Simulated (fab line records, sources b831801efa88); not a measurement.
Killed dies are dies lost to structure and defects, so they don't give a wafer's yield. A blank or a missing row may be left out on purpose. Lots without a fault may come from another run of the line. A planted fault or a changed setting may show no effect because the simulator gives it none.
A struck lot beside a sound one | flow sky130 | 16 steps out of a route of 708
Sound: wafers L449.2, L449.4, L449.6. Struck: wafers L456.1, L456.5. (L456.3 of the same lot was not struck and is left out.) The cause comes at the end.
At each step with rows: each side's tool, then ch and its chambers, then its first start. Under that, the readings that differ: sound wafers | struck wafers | difference of the means | sigmas: that difference in standard deviations of wafers without a fault.
alike: readings whose means differ by less than 2 such deviations, and words and numbers that are the same on both sides. not compared: withheld readings, readings that some wafer has no value for, bounds like >300 that may hide the same value, and numbers for which the record gives no deviation and whose values overlap.
The two part at a step that has a row with sigmas, a row that says differs or no value, or rows on one side only. Numbers that don't overlap but have no deviation are shown without sigmas and don't part them. A reading that every wafer of one side lacks parts them only if that side has two wafers or more.

first, 1 step without rows for these wafers: SKY_FIELD_ISO_CVD_03 (deposits Si3N4 from DCS/NH3, target thk 165 nm, time 2830 s).
SKY_FIELD_ISO_THK_MEAS_04:
  sound on film_metro-02, day 1 16:13; struck on film_metro-04, day 3 03:22
  alike: FIELD_ISO_CVD_03_THK
then, 8 steps without rows for these wafers: SKY_FIELD_ISO_DEHYDRATE_05 (time 60 s); SKY_FIELD_ISO_HMDS_06 (prime time 60 s); SKY_FIELD_ISO_COAT_07 (resist thk 60 nm); SKY_FIELD_ISO_COAT_08 (resist thk 450 nm); SKY_FIELD_ISO_SOFTBAKE_09 (time 90 s); SKY_FIELD_ISO_EXPOSE_10 (exposes mask FOM, target cd 150 nm); SKY_FIELD_ISO_PEB_11; SKY_FIELD_ISO_DEVELOP_12 (develop time 60 s).
SKY_FIELD_ISO_CD_MEAS_13: target cd 150 nm.
  sound on cd_sem-01, day 2 05:38; struck on cd_sem-01, day 3 19:31
  alike: cd_nm
SKY_FIELD_ISO_ETCH_14: etches BARC in N2/H2, stops on SiO2, time 45.9 s, target depth 60 nm.
  sound on rie_diel-02 ch 1,2,3, day 2 05:44; struck on rie_diel-04 ch 2, day 3 19:38
  alike: drypump_motor_current_A, oes_product_au, throttle_valve_pct
  not compared: rf_hours_counter_h
SKY_FIELD_ISO_ETCH_15: etches the open film in CHF3/O2, stops on Si, target depth 180 nm, time 72 s.
  sound on rie_diel-02 ch 1,2,3, day 2 05:46; struck on rie_diel-04 ch 2, day 3 19:40
  reading                                          | sound             | struck      | difference | sigmas
  model.KrF-thick_of_FIELD_ISO_COAT_08.thk_nm (nm) | 242.4 243.7 242.7 | 132.9 133.8 | -109.6     |
  alike: drypump_motor_current_A, oes_product_au, throttle_valve_pct
  not compared: rf_hours_counter_h
SKY_FIELD_ISO_STRIP_16: strips in O2/N2.
  sound on plasma_asher-01 ch 0,1, day 2 05:50; struck on plasma_asher-01 ch 0, day 3 19:44
  reading                      | sound             | struck      | difference | sigmas
  oes_product_au (a.u.)        | 0.388 0.384 0.379 | 0.335 0.340 | -0.046     | -9
  strip_time_to_endpoint_s (s) | 3.59 3.61 3.61    | 2.40 2.43   | -1.19      | -34
  alike: drypump_motor_current_A
  not compared: rf_hours_counter_h
SKY_FIELD_ISO_ETCH_17: etches Si in HBr/Cl2/O2, target depth 342 nm, time 97.7 s.
  sound on rie_si-01 ch 0,1,2, day 2 05:56; struck on rie_si-01 ch 0,2, day 3 19:50
  alike: drypump_motor_current_A, oes_product_au, throttle_valve_pct
  not compared: rf_hours_counter_h
-- the record jumps here: 44 days lie between the struck wafers' starts before and after (it left off in module FIELD_ISO and takes up again in module PAD_OPEN, whose first step shown is number 708 of the route) --
SKY_PAD_OPEN_PROBE_99:
  sound on prober-02, day 45 22:28; struck on prober-01, day 47 13:19
  reading                                 | sound                         | struck              | difference | sigmas
  killed_at_M0_to_M3                      | 48 54 52                      | 32 30               | -20        | -3
  killed_dies                             | 95 106 103                    | 75 79               | -24        | -3
  killed_open                             | 48 57 66                      | 42 43               | -14        | -2
  model.etest.res_p_drift_20v.line_ohm_um | 1.155e+04 1.122e+04 1.138e+04 | 1.239e+04 1.257e+04 | +1.097e+03 |
  model.etest.res_p_drift_20v.rs_ohm_sq   | 9589 9150 9402                | 1.034e+04 1.07e+04  | +1.140e+03 |
  model.etest.pfet_16v.drive_ua_um        | 243.2 246.6 244.4             | 249.7 247.6         | +3.9       |
  model.etest.cap_poly_to_well.c_af_um2   | 91.01 92.25 93.14             | 90.67 88.3          | -2.65      |
  model.etest.field_p.vt_v (V)            | -42.01 -40.68 -41.22          | -42.31 -42.91       | -1.31      |
  alike: killed_at_M4_up, killed_at_contacts, killed_at_front_end, killed_at_other, killed_short
  not compared: model.etest.pfet_16v.r_on_ohm_um, model.etest.res_iso_pwell.rs_ohm_sq, model.etest.res_iso_pwell.line_ohm_um

WHERE THEY PART
First at SKY_FIELD_ISO_STRIP_16; last, within this record, at SKY_PAD_OPEN_PROBE_99.

WHY: what the simulator had put in
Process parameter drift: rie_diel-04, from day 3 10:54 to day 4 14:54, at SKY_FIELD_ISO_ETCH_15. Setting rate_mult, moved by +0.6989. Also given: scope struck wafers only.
